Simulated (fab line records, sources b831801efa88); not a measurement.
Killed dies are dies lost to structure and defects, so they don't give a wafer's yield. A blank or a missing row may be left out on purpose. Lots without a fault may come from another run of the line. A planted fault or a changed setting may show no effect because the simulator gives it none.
A struck lot beside a sound one | flow sfq_line | 18 steps out of a route of 325
Sound: wafers L450.2, L450.4, L450.6. Struck: wafers L454.1, L454.3, L454.4. The cause comes at the end.
At each step with rows: each side's tool, then ch and its chambers, then its first start. Under that, the readings that differ: sound wafers | struck wafers | difference of the means | sigmas: that difference in standard deviations of wafers without a fault.
alike: readings whose means differ by less than 2 such deviations, and words and numbers that are the same on both sides. not compared: withheld readings, readings that some wafer has no value for, bounds like >300 that may hide the same value, and numbers for which the record gives no deviation and whose values overlap.
The two part at a step that has a row with sigmas, a row that says differs or no value, or rows on one side only. Numbers that don't overlap but have no deviation are shown without sigmas and don't part them. A reading that every wafer of one side lacks parts them only if that side has two wafers or more.

SFQ_I3_OVL_MEAS_923:
  sound on overlay-01, day 46 11:38; struck on overlay-01, day 47 08:01
  alike: I3_OVL
SFQ_TRILAYER_I3_VIA_BARC_OPEN_VIA_ETCH_121: etches BARC in O2, target depth 125 nm, time 41.7 s.
  sound on rie_diel-02 ch 1,2, day 46 11:40; struck on rie_diel-01 ch 0,1,2, day 47 08:04
  alike: bias_w, drypump_motor_current_A, oes_product_au
  not compared: rf_hours_counter_h
SFQ_TRILAYER_I3_VIA_ETCH_VIA_ETCH_088: etches SiO2 in CHF3, stops on Nb, target depth 260 nm.
  sound on rie_diel-02 ch 1,2, day 46 11:42; struck on rie_diel-01 ch 0,1,2, day 47 08:06
  alike: bias_w, drypump_motor_current_A, oes_product_au
SFQ_TRILAYER_I3_VIA_STRIP_STRIP_089: strips in O2.
  sound on rie_metal-01 ch 1, day 46 11:49; struck on rie_metal-04 ch 0, day 47 08:13
  alike: drypump_motor_current_A, oes_product_au
  not compared: rf_hours_counter_h
then, 2 steps without rows for these wafers: SFQ_TRILAYER_I3_VIA_STRIP_SOLV_CLEAN_090 (cleans in NMP, time 600 s); SFQ_TRILAYER_M4_DEP_PRE_CLEAN_092 (time 22.5 s).
SFQ_TRILAYER_M4_DEP_SPUTTER_091: material Nb, target thk 200 nm, time 133.3 s.
  sound on pvd_sputter-03, day 46 12:37; struck on pvd_sputter-06, day 47 09:38
  alike: cathode_dc_power_W, throttle_valve_pct
SFQ_M4_RS_MEAS_924: measures by four-point-probe.
  sound on film_metro-04, day 46 12:44; struck on film_metro-04, day 47 09:43
  alike: M4_NB_RS
then, 3 steps without rows for these wafers: SFQ_TRILAYER_M4_LITHO_COAT_098 (resist thk 62 nm); SFQ_TRILAYER_M4_LITHO_COAT_093 (resist thk 600 nm); SFQ_TRILAYER_M4_LITHO_SOFTBAKE_097.
-- the record jumps here: 4 days lie between the struck wafers' starts before and after --
SFQ_TRILAYER_M4_LITHO_EXPOSE_094: exposes mask M4, target cd 500 nm.
  sound on krf_scanner-02 ch 0, day 50 11:31; struck on krf_scanner-01 ch 0, day 51 06:26
  reading              | sound                | struck               | difference | sigmas
  exposure_dose_mJ_cm2 | 14.395 14.406 14.426 | 15.025 15.013 15.020 | +0.610     | +41
  alike: mask
then, 2 steps without rows for these wafers: SFQ_TRILAYER_M4_LITHO_PEB_096 (peb time 60 s); SFQ_TRILAYER_M4_LITHO_DEVELOP_095 (time 60 s).
SFQ_M4_OVL_MEAS_926:
  sound on overlay-02, day 50 12:50; struck on overlay-01, day 51 07:56
  alike: M4_OVL
SFQ_TRILAYER_M4_BARC_OPEN_METAL_ETCH_123: etches BARC in O2, target depth 125 nm, time 41.7 s.
  sound on rie_metal-03 ch 0,1, day 50 12:52; struck on rie_metal-04 ch 0,1, day 51 07:58
  reading             | sound             | struck            | difference | sigmas
  model.M4.cd_nm (nm) | 499.6 498.2 498.6 | 492.6 493.4 491.7 | -6.2       |
  alike: bias_w, drypump_motor_current_A, oes_product_au
  not compared: rf_hours_counter_h
SFQ_TRILAYER_M4_ETCH_METAL_ETCH_096: etches Nb in Cl2/Ar, stops on SiO2, target depth 240 nm, time 120 s.
  sound on rie_metal-03 ch 0,1, day 50 12:55; struck on rie_metal-04 ch 0,1, day 51 08:01
  reading             | sound             | struck            | difference | sigmas
  model.M4.cd_nm (nm) | 499.6 497.2 497.9 | 495.5 492.2 494.3 | -4.2       |
  alike: bias_w, drypump_motor_current_A, oes_product_au
  not compared: rf_hours_counter_h
SFQ_TRILAYER_M4_STRIP_STRIP_097: strips in O2.
  sound on rie_metal-03 ch 0,1, day 50 13:03; struck on rie_metal-04 ch 0,1, day 51 08:09
  alike: drypump_motor_current_A, oes_product_au
  not compared: rf_hours_counter_h

WHERE THEY PART
Only at SFQ_TRILAYER_M4_LITHO_EXPOSE_094, within this record. Later steps at which nothing parts them and some readings are alike: SFQ_M4_OVL_MEAS_926, SFQ_TRILAYER_M4_BARC_OPEN_METAL_ETCH_123, SFQ_TRILAYER_M4_ETCH_METAL_ETCH_096, SFQ_TRILAYER_M4_STRIP_STRIP_097.

WHY: what the simulator had put in
Process parameter drift: krf_scanner-01, from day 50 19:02 on, at SFQ_TRILAYER_M4_LITHO_EXPOSE_094. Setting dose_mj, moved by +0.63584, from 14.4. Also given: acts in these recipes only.
